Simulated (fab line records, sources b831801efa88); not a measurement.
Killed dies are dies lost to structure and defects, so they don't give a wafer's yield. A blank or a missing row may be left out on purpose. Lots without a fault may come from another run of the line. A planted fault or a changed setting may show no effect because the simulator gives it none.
Chamber matching | flow gf180mcu | GF_V3_CMP_26 on cmp-02: 4 sister chambers
The step polishes, stops on SiO2, t overpolish 15 s, target thk 0 nm. 8 wafers are shown with their chamber, then 12 later ones without.

WAFERS WITH THEIR CHAMBER
wafer  | chamber | time_to_endpoint_s (s) | motor_current_A (A)
L085.2 | 0       | 74                     | 11.5
L085.3 | 2       | 89                     | 12.8
L086.4 | 3       | 84                     | 10.9
L086.5 | 1       | 85                     | 12.4
L086.6 | 2       | 91                     | 11.9
L087.1 | 3       | 84                     | 10.7
L087.2 | 0       | 82                     | 11.2
L087.3 | 1       | 88                     | 11.6

WAFERS WITHOUT THEIR CHAMBER
wafer  | time_to_endpoint_s (s) | motor_current_A (A)
L090.2 | 86                     | 11.3
L090.4 | 89                     | 11.5
L090.5 | 91                     | 12.5
L091.1 | 80                     | 11.7
L091.4 | 82                     | 12.2
L091.6 | 89                     | 12.2
L093.1 | 83                     | 10.9
L093.2 | 83                     | 11.8
L093.5 | 82                     | 11.5
L094.1 | 81                     | 10.7
L094.4 | 88                     | 11.1
L094.5 | 86                     | 11.6

WHICH CHAMBER EACH WENT THROUGH
wafer  | from the rows above               | in truth
L090.2 | can't be placed: 3 or 1 or 0 or 2 | 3
L090.4 | can't be placed: 1 or 2 or 3      | 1
L090.5 | can't be placed: 2 or 1           | 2
L091.1 | can't be placed: 0 or 1 or 3      | 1
L091.4 | can't be placed: 1 or 0 or 2 or 3 | 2
L091.6 | can't be placed: 2 or 1           | 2
L093.1 | can't be placed: 3 or 0           | 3
L093.2 | can't be placed: 1 or 0 or 3 or 2 | 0
L093.5 | can't be placed: 0 or 3 or 1 or 2 | 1
L094.1 | can't be placed: 3 or 0           | 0
L094.4 | can't be placed: 3 or 1 or 2 or 0 | 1
L094.5 | can't be placed: 1 or 3 or 2 or 0 | 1
Placed correctly: 0 of 12. Can't be placed from these rows: 12 (the true chamber is among the candidates in 12). Placed wrongly: 0.
How it was worked out, from the rows above alone: a wafer's distance from a chamber is the root of the sum, over the readings, of the square of ((its reading less the chamber's mean) divided by the reading's scatter). The wafer belongs to the nearest chamber; if the next one is less than 2 further off, it can't be placed. A chamber's mean is the mean of its shown wafers. The scatter: the root of (the sum of the squares of (reading less its chamber's mean) over the shown wafers, divided by (wafers less chambers)).
